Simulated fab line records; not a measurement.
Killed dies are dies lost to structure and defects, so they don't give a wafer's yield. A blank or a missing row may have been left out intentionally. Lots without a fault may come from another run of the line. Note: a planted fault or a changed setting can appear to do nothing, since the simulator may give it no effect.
Code-filled problem report in 8D (eight disciplines) form || flow gf180mcu || the parts of the form that need people (team, actions taken, sign-off) are left out

1. WHAT IS WRONG
runLengthS at GF_M3_METAL_ETCH_16 reads a mean of 115.2 s on 6 wafers of 2 lots; wafers without a fault read 132.9 s with a standard deviation of 0.44. Measured from the usual mean, that is -40 standard deviations.
The step: etches the open film in Cl2/BCl3, stops on SiO2, target depth 627.5 nm, time 104.6 s.
First observed at day 24 15:38: wafer L972.1, on rieMetal-03. Wafers with a number at this step in the record: 42, from 14 lots. The rule behind "out" and "out of limits": a value lying over 4 standard deviations away from the usual mean. All remaining wafers that have a number are taken as sound.

2. WHAT IT IS, WHAT IT ISN'T
{"question": "which readings at this step", "is": "runLengthS", "is not": "drypumpMotorCurrentA, heBacksideLeakSccm"}
{"question": "which lots", "is": "L972, L973", "is not": "L964, L965, L966, L971, L978, L979, L980, L981, L983, L985, L986, L987"}
{"question": "which wafers of those lots", "is": "all that have a number", "is not": "-"}
{"question": "read on which tools", "is": "rieMetal-03", "is not": "rieMetal-02, rieMetal-04"}
{"question": "when", "is": "from day 24 15:38", "is not": "up to then (12 sound wafers); but 24 sound wafers of L978, L979, L980, L981, L983, L985, L986, L987 came after"}

3. SUSPECTS, AND WHAT RULES EACH OUT
Counting: a tool at any process step up to the reading remains a suspect when it ran all the lots that are out and ran no sound lot after the first of those.
- pvdSputter-02 at GF_V2_SPUTTER_22 (material TiN, target thk 10 nm, time 40 s): ruled out as a lasting fault. Sound lots L978, L979, L987 ran on it after its first lot that is out, L972 (day 23 16:24).
- pvdSputter-01 at GF_M3_SPUTTER_00 (material Ti, target thk 37.5 nm, time 150 s): ruled out as a lasting fault. Sound lots L980 ran on it after its first lot that is out, L972 (day 23 17:02).
- pvdSputter-01 at GF_M3_SPUTTER_04 (material TiN, target thk 50 nm, time 41.7 s): ruled out as a lasting fault. Sound lots L980 ran on it after its first lot that is out, L972 (day 23 17:13).
- rieMetal-03 at GF_M3_METAL_ETCH_16 (etches the open film in Cl2/BCl3, stops on SiO2, target depth 627.5 nm, time 104.6 s): ruled out as a lasting fault. Sound lots L986, L987 ran on it after its first lot that is out, L972 (day 24 15:38).
Left after counting: nothing in the record.

4. THE CAUSE (what the simulator had put in)
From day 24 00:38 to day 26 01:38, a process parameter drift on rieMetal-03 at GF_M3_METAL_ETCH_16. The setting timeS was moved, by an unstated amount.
Counting ruled it out, wrongly.

5. SEQUENCE OF EFFECTS, ordered by route
Each row: a reading whose mean over the struck wafers that have a number lies more than 3 standard deviations from the usual. Only readings whose record carries a usual standard deviation are examined. hours: median over the lots of the time between each lot's start at the first step of this table that gives one and its start at this step. sigmas: the change, counted in usual standard deviations.
{"hours": 0, "step": "GF_M3_METAL_ETCH_16", "reading": "oesProductAu", "usual": "0.974 a.u.", "on struck wafers": 0.999, "change": "+0.025", "sigmas": "+4.3"}
{"hours": 0, "step": "GF_M3_METAL_ETCH_16", "reading": "runLengthS", "usual": "132.9 s", "on struck wafers": 115.2, "change": -17.7, "sigmas": -40}
{"hours": 0, "step": "GF_M3_STRIP_17", "reading": "oesProductAu", "usual": "0.563 a.u.", "on struck wafers": 0.579, "change": "+0.016", "sigmas": "+3.4"}
{"hours": 0, "step": "GF_M3_STRIP_17", "reading": "stripTimeToEndpointS", "usual": "8.01 s", "on struck wafers": 8.37, "change": "+0.36", "sigmas": "+11"}
Process steps it contains:
- GF_M3_METAL_ETCH_16: etches the open film in Cl2/BCl3, stops on SiO2, target depth 627.5 nm, time 104.6 s.
- GF_M3_STRIP_17: strips in O2/N2.

6. HOW IT WOULD HAVE BEEN CAUGHT EARLIER
15 hours passed between the start of the fault at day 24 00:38 and the first reading out of limits in this record, taken at day 24 15:38.
